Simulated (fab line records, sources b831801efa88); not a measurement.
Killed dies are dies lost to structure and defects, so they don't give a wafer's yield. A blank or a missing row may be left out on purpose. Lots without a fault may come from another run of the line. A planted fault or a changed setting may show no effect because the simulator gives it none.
Which tool did it? | flow sky130 | 11 lots, 33 wafers sampled, at 2 steps of a route of 708

WHAT THE GAUGES READ, wafer by wafer
SKY_VIA1_THK_MEAS_01.
lot  | measured     | on            | VIA1_HDPCVD_THK (nm)
L804 | day 33 22:56 | film_metro-02 | 1011 1025 1010
L805 | day 34 06:10 | film_metro-01 | 1035 1047 1037
L806 | day 34 21:08 | film_metro-03 | 1049 1049 1030
L807 | day 35 05:34 | film_metro-03 | 1027 1033 1035
L809 | day 35 16:28 | film_metro-02 | 1034 1030 1025
L817 | day 39 10:34 | film_metro-02 | 1045 1039 1042
L818 | day 39 13:30 | film_metro-02 | 1022 1031 1036
L820 | day 40 01:40 | film_metro-01 | 1029 1031 1032
L819 | day 40 08:17 | film_metro-02 | 1045 1043 1038
L822 | day 40 10:17 | film_metro-01 | 1040 1025 1035
L821 | day 40 15:39 | film_metro-03 | 1022 1016 1021

WHICH TOOL RAN EACH LOT (tool, then ch and the chambers of the sampled wafers, then the start)
lot  | SKY_CONTACT_ETCH_16
L804 | rie_diel-02 ch 1,2, day 32 17:23
L805 | rie_diel-04 ch 0,1,3, day 33 00:26
L806 | rie_diel-02 ch 0,3, day 33 15:20
L807 | rie_diel-02 ch 1,2,3, day 33 23:23
L809 | rie_diel-04 ch 1,2,3, day 34 11:42
L817 | rie_diel-04 ch 0,1,2, day 38 06:32
L818 | rie_diel-04 ch 1,2, day 38 09:32
L820 | rie_diel-01 ch 1,3, day 38 22:18
L819 | rie_diel-01 ch 1,2,3, day 39 05:17
L822 | rie_diel-04 ch 1,3, day 39 07:12
L821 | rie_diel-04 ch 0,1,3, day 39 12:36
- SKY_CONTACT_ETCH_16: etches BARC in N2/H2, stops on SiO2, time 45.9 s, target depth 60 nm.

THE ANSWER, worked out from the rows above alone
Rule: what is usual is taken from the lots themselves. Put in order of their means at a reading, lots are off if they are a third of the lots or fewer, leave a main group of 4 or more, and stand apart from it by a gap of 3 or more times the standard deviation of the main group's means; of several such gaps the widest counts. A main group whose means are all the same, to the digits that the tables above print for the reading, isn't used. A lot without any number at a reading at which 4 lots or more have one is off too. The other lots that the step has rows for count as sound.
No lot is off at any reading shown: from this, nothing can be told.

WHAT THE SIMULATOR HAD PUT IN
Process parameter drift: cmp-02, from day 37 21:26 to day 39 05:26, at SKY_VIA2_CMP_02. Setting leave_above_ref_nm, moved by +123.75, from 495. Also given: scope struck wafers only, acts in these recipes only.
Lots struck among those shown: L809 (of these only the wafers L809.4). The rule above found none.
